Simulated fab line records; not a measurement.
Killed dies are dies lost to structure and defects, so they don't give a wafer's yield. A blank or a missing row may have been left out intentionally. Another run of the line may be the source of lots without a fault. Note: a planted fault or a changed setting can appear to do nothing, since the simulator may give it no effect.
Which of the tools did it? || flow sky130 || 14 lots with 41 wafers sampled at 3 steps, on a route of 708 steps

== WHAT THE GAUGES SHOWED, per wafer ==
SKY_VT_ADJUST_PCH_TW_MEAS_10. Usual: VT_ADJUST_PCH_TW 140.7, standard deviation 1.
{"lot": "L843", "measured": "day 10 04:50", "on": "film metro-02", "VT_ADJUST_PCH_TW": "141.5 141.7 141.1", "flag": ""}
{"lot": "L844", "measured": "day 10 17:14", "on": "film metro-02", "VT_ADJUST_PCH_TW": "141.1 140.8 140.8", "flag": ""}
{"lot": "L845", "measured": "day 11 03:45", "on": "film metro-02", "VT_ADJUST_PCH_TW": "141.3 140.1 140.7", "flag": ""}
{"lot": "L846", "measured": "day 11 05:14", "on": "film metro-02", "VT_ADJUST_PCH_TW": "141.7 141.8 141.1", "flag": ""}
{"lot": "L852", "measured": "day 13 03:01", "on": "film metro-03", "VT_ADJUST_PCH_TW": "139.6 139.5", "flag": ""}
{"lot": "L854", "measured": "day 14 04:50", "on": "film metro-03", "VT_ADJUST_PCH_TW": "140.5 139.7 139.2", "flag": ""}
{"lot": "L856", "measured": "day 14 13:16", "on": "film metro-02", "VT_ADJUST_PCH_TW": "141.1 141.2 140.6", "flag": ""}
{"lot": "L857", "measured": "day 14 19:34", "on": "film metro-02", "VT_ADJUST_PCH_TW": "140.2 140.4 141.0", "flag": ""}
{"lot": "L858", "measured": "day 15 06:17", "on": "film metro-04", "VT_ADJUST_PCH_TW": "141.7 141.1 141.9", "flag": ""}
{"lot": "L861", "measured": "day 16 17:52", "on": "film metro-02", "VT_ADJUST_PCH_TW": "140.8 140.7 140.8", "flag": ""}
{"lot": "L862", "measured": "day 16 20:05", "on": "film metro-03", "VT_ADJUST_PCH_TW": "139.3 138.7 139.9", "flag": ""}
{"lot": "L864", "measured": "day 17 05:18", "on": "film metro-03", "VT_ADJUST_PCH_TW": "139.6 139.8 139.7", "flag": ""}
{"lot": "L865", "measured": "day 17 13:23", "on": "film metro-03", "VT_ADJUST_PCH_TW": "139.2 139.5 139.9", "flag": ""}
{"lot": "L866", "measured": "day 17 17:17", "on": "film metro-03", "VT_ADJUST_PCH_TW": "138.8 139.5 139.3", "flag": ""}

SKY_POLY_GATE_CD_MEAS_13: the cd target is 150 nm. Usual: cd nm at 149.9 nm, with a standard deviation of 1.3.
{"lot": "L843", "measured": "day 16 00:17", "on": "cd sem-02", "cd nm (nm)": "151.2 150.0 150.5", "flag": ""}
{"lot": "L844", "measured": "day 16 16:25", "on": "cd sem-01", "cd nm (nm)": "151.7 151.5 151.4", "flag": ""}
{"lot": "L845", "measured": "day 17 06:14", "on": "cd sem-02", "cd nm (nm)": "151.2 150.7 152.2", "flag": ""}
{"lot": "L846", "measured": "day 17 06:29", "on": "cd sem-01", "cd nm (nm)": "151.8 151.9 150.7", "flag": ""}
{"lot": "L852", "measured": "day 19 14:44", "on": "cd sem-02", "cd nm (nm)": "148.9 148.8", "flag": ""}
{"lot": "L854", "measured": "day 20 17:29", "on": "cd sem-01", "cd nm (nm)": "150.8 150.5 150.5", "flag": ""}
{"lot": "L856", "measured": "day 21 15:05", "on": "cd sem-01", "cd nm (nm)": "150.1 149.4 149.3", "flag": ""}
{"lot": "L857", "measured": "day 21 15:29", "on": "cd sem-02", "cd nm (nm)": "151.4 151.9 151.5", "flag": ""}
{"lot": "L858", "measured": "day 21 21:31", "on": "cd sem-01", "cd nm (nm)": "152.7 151.4 150.2", "flag": ""}
{"lot": "L861", "measured": "day 23 13:05", "on": "cd sem-01", "cd nm (nm)": "151.4 150.4 150.6", "flag": ""}
{"lot": "L862", "measured": "day 23 15:06", "on": "cd sem-02", "cd nm (nm)": "148.6 148.7 147.3", "flag": ""}
{"lot": "L864", "measured": "day 23 23:30", "on": "cd sem-01", "cd nm (nm)": "151.1 148.7 150.2", "flag": ""}
{"lot": "L865", "measured": "day 24 11:41", "on": "cd sem-01", "cd nm (nm)": "148.4 149.3 148.1", "flag": ""}
{"lot": "L866", "measured": "day 24 14:34", "on": "cd sem-02", "cd nm (nm)": "148.6 149.0 148.6", "flag": ""}

SKY_LDD_N_OVL_MEAS_07. Usual: LDD_N_OVL 0.7 nm, standard deviation 1.4.
{"lot": "L843", "measured": "day 17 09:40", "on": "overlay-02", "LDD_N_OVL (nm)": "-0.4 1.2 2.2", "flag": ""}
{"lot": "L844", "measured": "day 18 00:31", "on": "overlay-02", "LDD_N_OVL (nm)": "0.9 0.4 2.2", "flag": ""}
{"lot": "L845", "measured": "day 18 16:25", "on": "overlay-01", "LDD_N_OVL (nm)": "0.5 -1.3 0.8", "flag": ""}
{"lot": "L846", "measured": "day 18 16:10", "on": "overlay-02", "LDD_N_OVL (nm)": "-0.5 1.1 -0.6", "flag": ""}
{"lot": "L852", "measured": "day 20 23:29", "on": "overlay-02", "LDD_N_OVL (nm)": "1.7 2.1", "flag": ""}
{"lot": "L854", "measured": "day 22 02:34", "on": "overlay-02", "LDD_N_OVL (nm)": "-1.3 -0.5 0.4", "flag": ""}
{"lot": "L856", "measured": "day 22 23:13", "on": "overlay-02", "LDD_N_OVL (nm)": "-2.4 -0.5 -0.8", "flag": ""}
{"lot": "L857", "measured": "day 22 23:53", "on": "overlay-02", "LDD_N_OVL (nm)": "2.2 2.0 1.7", "flag": ""}
{"lot": "L858", "measured": "day 23 06:05", "on": "overlay-01", "LDD_N_OVL (nm)": "0.9 0.2 -0.7", "flag": ""}
{"lot": "L861", "measured": "day 24 19:23", "on": "overlay-01", "LDD_N_OVL (nm)": "-1.3 -1.8 -1.3", "flag": ""}
{"lot": "L862", "measured": "day 24 22:30", "on": "overlay-01", "LDD_N_OVL (nm)": "0.5 -1.6 -0.4", "flag": ""}
{"lot": "L864", "measured": "day 25 05:08", "on": "overlay-01", "LDD_N_OVL (nm)": "0.2 0.0 0.0", "flag": ""}
{"lot": "L865", "measured": "day 25 18:19", "on": "overlay-01", "LDD_N_OVL (nm)": "0.1 -0.2 -0.2", "flag": ""}
{"lot": "L866", "measured": "day 25 23:14", "on": "overlay-02", "LDD_N_OVL (nm)": "-0.1 0.2 1.7", "flag": ""}

== TOOL THAT RAN EACH LOT (tool first, then ch and the chambers of the sampled wafers, then the start) ==
No process step before these readings appears in the record.

== WHAT THE TOOLS THEMSELVES READ (means of the sampled wafers that have a number; where no wafer has one, the mark that the record gives instead) ==
The record holds no such reading with a usual standard deviation.

== THE ANSWER, worked out from the rows above alone ==
Rule: a lot is off if the mean of its wafers that have a number lies more than 3 standard deviations from the usual mean. Also off: a lot with no number at a reading for which 4 or more lots have one. All remaining lots with rows at the step are treated as sound. Order of review: gauges by route order, followed by the tools' own readings, for which a lot's mean as printed above is used. At the first step where some lot is off, the reading lying furthest off is the one used; lots without a number count as furthest.
No lot is off at any reading shown: from this, nothing can be told.

== WHAT THE SIMULATOR PUT IN ==
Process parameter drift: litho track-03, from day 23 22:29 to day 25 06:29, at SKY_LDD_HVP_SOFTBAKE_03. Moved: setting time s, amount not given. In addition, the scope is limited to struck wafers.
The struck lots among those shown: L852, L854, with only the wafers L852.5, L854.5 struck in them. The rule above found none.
